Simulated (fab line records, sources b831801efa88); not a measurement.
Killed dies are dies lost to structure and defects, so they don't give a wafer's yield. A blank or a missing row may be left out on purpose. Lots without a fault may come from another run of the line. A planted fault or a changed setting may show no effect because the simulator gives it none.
One fault seen from 2 desks | flow sky130 | each desk has only its own numbers; what lay behind them comes last

THE TOOL OWNER'S DESK: pvd_sputter-01
The tool's own readings at SKY_CAP2M_SPUTTER_02 (material TiN, target thk 200 nm, time 166.7 s): means of the sampled wafers that have a number, for each lot that ran on this tool. A lot is out of limits, marked OUT, if its mean lies more than 4 standard deviations from the usual mean; the brackets give that distance.
Columns: A = chamber_pressure_pa at SKY_CAP2M_SPUTTER_02, usual 0.3999 Pa; B = throttle_valve_pct at SKY_CAP2M_SPUTTER_02, usual 30.3 %
lot  | first seen here | A                 | B
L232 | day 41 00:23    | 0.3995            | 30.1
L233 | day 41 06:34    | 0.3988            | 30.9
L234 | day 41 06:53    | 0.3940 (-7.4) OUT | 30.3
L246 | day 44 19:28    | 0.4008            | 30.2
L247 | day 44 21:12    | 0.3996            | 30.4
L251 | day 46 03:17    | 0.4008            | 30.3
This desk's finding: out of limits on L234; first on L234, day 41 06:53 (chamber_pressure_pa at SKY_CAP2M_SPUTTER_02). In limits: L232, L233, L246, L247, L251.

THE METROLOGY DESK
What the gauges read, lot by lot, whatever tool the lot ran on: means of the sampled wafers that have a number. A lot is out of limits, marked OUT, if its mean lies more than 4 standard deviations from the usual mean; the brackets give that distance.
Columns: A = METAL2_ALCU_THK at SKY_METAL2_THK_MEAS_06, usual 255.9 nm; B = VIA4_BOW at SKY_VIA4_BOW_MEAS_03, usual 81 um
lot  | first seen here | A     | B
L230 | day 34 05:19    | 254.2 | 79
L232 | day 35 08:49    | 253.4 | 90
L233 | day 35 15:35    | 256.6 | 83
L234 | day 35 17:28    | 254.7 | 74
L238 | day 37 10:30    | 259.4 | 85
L243 | day 38 21:22    | 253.3 | 70
L244 | day 38 22:29    | 253.0 | 76
L245 | day 39 01:36    | 257.9 | 70
L246 | day 39 13:51    | 254.6 | 79
L247 | day 39 15:36    | 260.6 | 84
L249 | day 40 08:09    | 261.1 | 87
L250 | day 40 13:01    | 255.7 | 84
L251 | day 41 01:42    | 256.4 | 74
This desk's finding: nothing out of limits on any of the 13 lots.

PUT TOGETHER
The tool owner's desk could have raised an alarm at day 41 06:53, on L234.
The metrology desk saw nothing out of limits.
The metrology desk has L234 on record, within its limits.
Of the lots named, all ran SKY_CAP2M_SPUTTER_02 on pvd_sputter-01.

WHAT THE SIMULATOR HAD PUT IN
Process parameter drift: pvd_sputter-01, from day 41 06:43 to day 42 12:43, at SKY_CAP2M_SPUTTER_02. Setting chamber_pressure_pa, moved by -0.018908, from 0.4. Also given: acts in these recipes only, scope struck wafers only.
Lots struck among those shown: L234.
Hours from the fault's start to each desk's first reading out of limits: the tool owner's desk, 0.
